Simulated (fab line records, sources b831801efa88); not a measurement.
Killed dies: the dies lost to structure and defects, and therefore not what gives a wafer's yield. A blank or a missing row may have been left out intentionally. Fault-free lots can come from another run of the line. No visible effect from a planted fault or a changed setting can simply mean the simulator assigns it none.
Split-lot trial / flow sky130 / route with 708 steps; 5 lots, 12 wafers read

== ABOUT THE SPLIT ==
At SKY_POLY_GATE_COAT_07 (resist thk 110 nm), the setting spin-rpm was moved away from the recipe's 3000 rpm on 4 of the 12 wafers read, by +5.8% to +7.1%. The other wafers ran this setting at the recipe's value.

== BETWEEN THE SPLIT AND THE READING: the file shows 1 step in between ==
- SKY_POLY_GATE_DEVELOP_12: develop time 60 s (also split here: develop-time-s)

== THE READING ==
etch.depth-nm (the simulator's own value, which no gauge read), in nm, at SKY_POLY_GATE_ETCH_15 (etches BARC in N2/H2, stops on SiO2, time 118.5 s, target depth 110 nm). The file does not state a usual value for it. Here, 8 wafers ran the recipe; their average is 110.2 nm with a standard deviation of 0.29 nm.

wafer=L077.4; tool, chamber at the split=litho-track-02, 0; spin-rpm as run, rpm=3000; against the recipe=recipe; etch.depth-nm, nm=110.8; against lot-mates on the recipe=-
wafer=L074.1; tool, chamber at the split=litho-track-03, 0; spin-rpm as run, rpm=3000; against the recipe=recipe; etch.depth-nm, nm=109.8; against lot-mates on the recipe=-
wafer=L074.4; tool, chamber at the split=litho-track-03, 0; spin-rpm as run, rpm=3000; against the recipe=recipe; etch.depth-nm, nm=110.1; against lot-mates on the recipe=-
wafer=L074.5; tool, chamber at the split=litho-track-03, 0; spin-rpm as run, rpm=3000; against the recipe=recipe; etch.depth-nm, nm=110; against lot-mates on the recipe=-
wafer=L078.1; tool, chamber at the split=litho-track-01, 0; spin-rpm as run, rpm=3174; against the recipe=+5.8%; etch.depth-nm, nm=106.7; against lot-mates on the recipe=-3.4
wafer=L078.4; tool, chamber at the split=litho-track-01, 0; spin-rpm as run, rpm=3174; against the recipe=+5.8%; etch.depth-nm, nm=106.7; against lot-mates on the recipe=-3.4
wafer=L078.2; tool, chamber at the split=litho-track-01, 0; spin-rpm as run, rpm=3000; against the recipe=recipe; etch.depth-nm, nm=109.9; against lot-mates on the recipe=-
wafer=L078.3; tool, chamber at the split=litho-track-01, 0; spin-rpm as run, rpm=3174; against the recipe=+5.8%; etch.depth-nm, nm=106.8; against lot-mates on the recipe=-3.3
wafer=L078.5; tool, chamber at the split=litho-track-01, 0; spin-rpm as run, rpm=3000; against the recipe=recipe; etch.depth-nm, nm=110.2; against lot-mates on the recipe=-
wafer=L082.1; tool, chamber at the split=litho-track-03, 0; spin-rpm as run, rpm=3000; against the recipe=recipe; etch.depth-nm, nm=110.1; against lot-mates on the recipe=-
wafer=L083.5; tool, chamber at the split=litho-track-01, 0; spin-rpm as run, rpm=3213; against the recipe=+7.1%; etch.depth-nm, nm=106.9; against lot-mates on the recipe=-3.4
wafer=L083.6; tool, chamber at the split=litho-track-01, 0; spin-rpm as run, rpm=3000; against the recipe=recipe; etch.depth-nm, nm=110.3; against lot-mates on the recipe=-

FIT RESULTS
A straight line over all 12 wafers: etch.depth-nm changes by -0.543 nm for each +1% of spin-rpm; r = -0.98; the points scatter about the line by 0.35 nm.
The same after taking each lot's own level away (the mean of its wafers on the recipe; 12 wafers): -0.539 nm for each +1%; r = -0.99; scatter 0.2 nm.
The reading moves by 3.8 nm for the largest change in spin-rpm, on that fit.
The span of the lots' own levels, 109.97 to 110.80 nm, comes to 2.9 times the standard deviation stated above.
So the lot-to-lot level changes the slope little: the two slopes agree.
Check: with one of the wafers moved furthest among these (+7.1%) left out of the fit, the line predicts -4.06 nm for it against its lot-mates. It came out at -3.4 nm against them.

== OTHER SPLITS ON THESE WAFERS ==
Other splits were also applied to these wafers ahead of the reading. Each is held against what the fit with the lots' levels taken away leaves over:
other split on the same wafers=SKY_VT_ADJUST_NCORE_EXPOSE_04 dose-mj; wafers away from the commonest value=3; r with etch.depth-nm (lot level and that fit taken away)=-0.06
other split on the same wafers=SKY_VT_ADJUST_HVTR_COAT_02 spin-rpm; wafers away from the commonest value=3; r with etch.depth-nm (lot level and that fit taken away)=-0.05
other split on the same wafers=SKY_VT_ADJUST_HVTR_IMPLANT_09 dose-cm2; wafers away from the commonest value=4; r with etch.depth-nm (lot level and that fit taken away)=-0.19
other split on the same wafers=SKY_SONOS_ONO_CVD_04 pressure-mtorr; wafers away from the commonest value=7; r with etch.depth-nm (lot level and that fit taken away)=+0.60
other split on the same wafers=SKY_SONOS_ONO_EXPOSE_10 dose-mj; wafers away from the commonest value=3; r with etch.depth-nm (lot level and that fit taken away)=-0.02
other split on the same wafers=SKY_SONOS_ONO_WET_ETCH_18 time-s; wafers away from the commonest value=7; r with etch.depth-nm (lot level and that fit taken away)=+0.02
other split on the same wafers=SKY_GATE_OXIDE_IMPLANT_11 energy-kev; wafers away from the commonest value=3; r with etch.depth-nm (lot level and that fit taken away)=-0.74
other split on the same wafers=SKY_GATE_OXIDE_OXIDATION_16 temp-c; wafers away from the commonest value=4; r with etch.depth-nm (lot level and that fit taken away)=+0.45
other split on the same wafers=SKY_POLY_GATE_IMPLANT_02 energy-kev; wafers away from the commonest value=2; r with etch.depth-nm (lot level and that fit taken away)=-0.55
other split on the same wafers=SKY_POLY_GATE_DEVELOP_12 develop-time-s; wafers away from the commonest value=3; r with etch.depth-nm (lot level and that fit taken away)=-0.49

== THE WHOLE CHAIN: every reading that the file lists as answering this split, in the file's order ==
step=SKY_POLY_GATE_COAT_07; what it does=resist thk 110 nm; reading=BARC_of_POLY_GATE_COAT_07.thk-nm (the simulator's own value, which no gauge read); change (the file's fit)=-0.522 nm for each +1% of the setting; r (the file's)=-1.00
step=SKY_POLY_GATE_ETCH_15; what it does=etches BARC in N2/H2, stops on SiO2, time 118.5 s, target depth 110 nm; reading=etch.depth-nm (the simulator's own value, which no gauge read); change (the file's fit)=-0.538 nm for each +1% of the setting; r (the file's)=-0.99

== FILE'S OWN FIT ==
etch.depth-nm changes by -0.538 nm for each +1% of spin-rpm, r = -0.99.
